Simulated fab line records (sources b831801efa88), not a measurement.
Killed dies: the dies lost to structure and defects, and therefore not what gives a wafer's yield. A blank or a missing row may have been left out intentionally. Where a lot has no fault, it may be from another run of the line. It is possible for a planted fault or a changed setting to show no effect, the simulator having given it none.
Which tool is to blame? | flow gf180mcu | 12 lots, 36 wafers sampled, at 4 steps of a route of 602

== WHAT THE GAUGES SHOWED, per wafer ==
GF_STI_THK_MEAS_04. Usual: STI_CVD_03_THK typically reads 207.3 nm, with standard deviation 2.
lot  | measured    | on            | STI_CVD_03_THK (nm) | flag
L116 | day 1 13:34 | film_metro-01 | 211.6 211.4 210.4   |
L119 | day 2 05:34 | film_metro-03 | 209.5 208.5 208.4   |
L122 | day 2 19:34 | film_metro-01 | 205.1 204.9 205.1   |
L123 | day 3 01:02 | film_metro-01 | 209.1 210.0 211.0   |
L124 | day 3 05:50 | film_metro-01 | 205.0 206.7 203.8   |
L125 | day 3 10:34 | film_metro-03 | 208.0 205.3 208.3   |
L132 | day 5 01:26 | film_metro-01 | 210.4 209.6 210.9   |
L133 | day 5 02:34 | film_metro-03 | 205.8 204.3 206.6   |
L135 | day 5 15:02 | film_metro-01 | 206.7 207.4 206.7   |
L136 | day 5 19:05 | film_metro-02 | 204.5 207.8 206.4   |
L137 | day 5 23:33 | film_metro-03 | 207.1 208.1 205.8   |
L138 | day 6 04:52 | film_metro-01 | 206.2 206.6 207.1   |

GF_LVPWELL_OVL_MEAS_07. Usual: LVPWELL_OVL typically reads 0.4 nm, with standard deviation 1.3.
lot  | measured    | on         | LVPWELL_OVL (nm) | flag
L116 | day 3 20:19 | overlay-02 | -1.9 -2.5 -2.7   |
L119 | day 4 13:23 | overlay-02 | 0.9 -1.4 0.2     |
L122 | day 5 05:14 | overlay-02 | 0.6 1.1 1.3      |
L123 | day 5 10:55 | overlay-01 | -0.7 -0.6 -0.3   |
L124 | day 5 18:25 | overlay-01 | 1.7 2.3 2.6      |
L125 | day 5 23:16 | overlay-02 | 2.1 1.2 1.3      |
L132 | day 7 16:03 | overlay-02 | 2.8 1.5 2.5      |
L133 | day 7 18:16 | overlay-01 | -0.6 -0.4 -0.6   |
L135 | day 8 06:51 | overlay-01 | 0.3 1.8 0.2      |
L136 | day 8 17:24 | overlay-02 | 0.4 -0.4 -2.4    |
L137 | day 9 06:16 | overlay-01 | -0.2 1.1 -0.6    |
L138 | day 9 06:57 | overlay-02 | 0.4 1.0 0.9      |

GF_VT_IMPLANT_TW_MEAS_10. Usual: VT_IMPLANT_TW typically reads 566, with standard deviation 3.2.
lot  | measured     | on            | VT_IMPLANT_TW           | flag
L116 | day 5 14:24  | film_metro-04 | 568 565 572             |
L119 | day 6 08:19  | film_metro-04 | 565 566 569             |
L122 | day 7 00:34  | film_metro-01 | 586 587 586 588 588 589 | OFF
L123 | day 7 07:19  | film_metro-03 | 600 598 595 597 594 595 | OFF
L124 | day 7 15:10  | film_metro-01 | 586 585 589 583 586 588 | OFF
L125 | day 7 20:17  | film_metro-04 | 567 564 569             |
L132 | day 9 19:16  | film_metro-01 | 562 566 564             |
L133 | day 9 20:49  | film_metro-01 | 563 564 567             |
L135 | day 10 11:46 | film_metro-03 | 572 572 574             |
L136 | day 10 22:58 | film_metro-01 | 566 564 563             |
L137 | day 11 13:05 | film_metro-04 | 565 566 566             |
L138 | day 11 13:59 | film_metro-04 | 566 566 566             |

== WHICH TOOL RAN EACH LOT (tool, then ch and the chambers of the sampled wafers, then the start) ==
lot  | GF_VT_IMPLANT_IMPLANT_08
L116 | implanter-03 ch 0, day 5 14:10
L119 | implanter-03 ch 0, day 6 08:05
L122 | implanter-03 ch 0, day 7 00:19
L123 | implanter-03 ch 0, day 7 07:04
L124 | implanter-03 ch 0, day 7 14:56
L125 | implanter-02 ch 0, day 7 20:02
L132 | implanter-03 ch 0, day 9 19:01
L133 | implanter-03 ch 0, day 9 20:34
L135 | implanter-03 ch 0, day 10 11:31
L136 | implanter-02 ch 0, day 10 22:43
L137 | implanter-03 ch 0, day 11 12:50
L138 | implanter-04 ch 0, day 11 13:44
- GF_VT_IMPLANT_IMPLANT_08

== AS READ BY THE TOOLS THEMSELVES (means over the sampled wafers that have a number; for cases with no such wafer, the mark the record gives instead) ==
GF_VT_IMPLANT_IMPLANT_08. Usual: beam_energy_keV 20.001, standard deviation 0.0061; dose_ions_cm2 8.289e+12, standard deviation 9.5e+09; faraday_current_uA 46.9, standard deviation 1.1; tilt_deg 6.997 degrees, standard deviation 0.02.
lot  | tool         | beam_energy_keV | dose_ions_cm2 | faraday_current_uA | tilt_deg (degrees) | flag
L116 | implanter-03 | 19.993          | 8.282e+12     | 46.9               | 6.994              |
L119 | implanter-03 | 20.001          | 8.287e+12     | 47.2               | 6.999              |
L122 | implanter-03 | 20.012          | 9.410e+12     | 53.1               | 6.977              | OFF
L123 | implanter-03 | 20.006          | 9.411e+12     | 53.0               | 7.015              | OFF
L124 | implanter-03 | 19.999          | 9.419e+12     | 52.7               | 6.996              | OFF
L125 | implanter-02 | 20.006          | 8.278e+12     | 47.5               | 6.998              |
L132 | implanter-03 | 20.000          | 8.280e+12     | 45.9               | 6.987              |
L133 | implanter-03 | 20.001          | 8.300e+12     | 47.9               | 6.971              |
L135 | implanter-03 | 20.004          | 8.277e+12     | 46.7               | 7.006              |
L136 | implanter-02 | 20.000          | 8.295e+12     | 47.6               | 6.974              |
L137 | implanter-03 | 20.001          | 8.287e+12     | 46.3               | 6.983              |
L138 | implanter-04 | 20.007          | 8.282e+12     | 47.3               | 6.998              |

== THE ANSWER, worked out from the rows above alone ==
Rule: a lot is off if the mean of its wafers that have a number lies more than 3 standard deviations from the usual mean. A lot without any number at a reading at which 4 lots or more have one is off too. All remaining lots with rows at the step are treated as sound. After the gauges, taken in route order, come the tools' own readings; for these a lot's mean is taken, as printed above. At the first step where some lot is off, the reading lying furthest off is the one used; lots without a number count as furthest.
Off: L122, L123, L124, seen at GF_VT_IMPLANT_TW_MEAS_10 (VT_IMPLANT_TW).
A tool fits if, at a process step before that reading, it ran every lot that is off, and no sound lot after the first of them. Not tried: the gauges at GF_VT_IMPLANT_TW_MEAS_10; whatever is off there is also off at GF_VT_IMPLANT_IMPLANT_08, on other tools, and gauge error can't account for it. No candidate that was tried fits.

== WHAT THE SIMULATOR PUT IN ==
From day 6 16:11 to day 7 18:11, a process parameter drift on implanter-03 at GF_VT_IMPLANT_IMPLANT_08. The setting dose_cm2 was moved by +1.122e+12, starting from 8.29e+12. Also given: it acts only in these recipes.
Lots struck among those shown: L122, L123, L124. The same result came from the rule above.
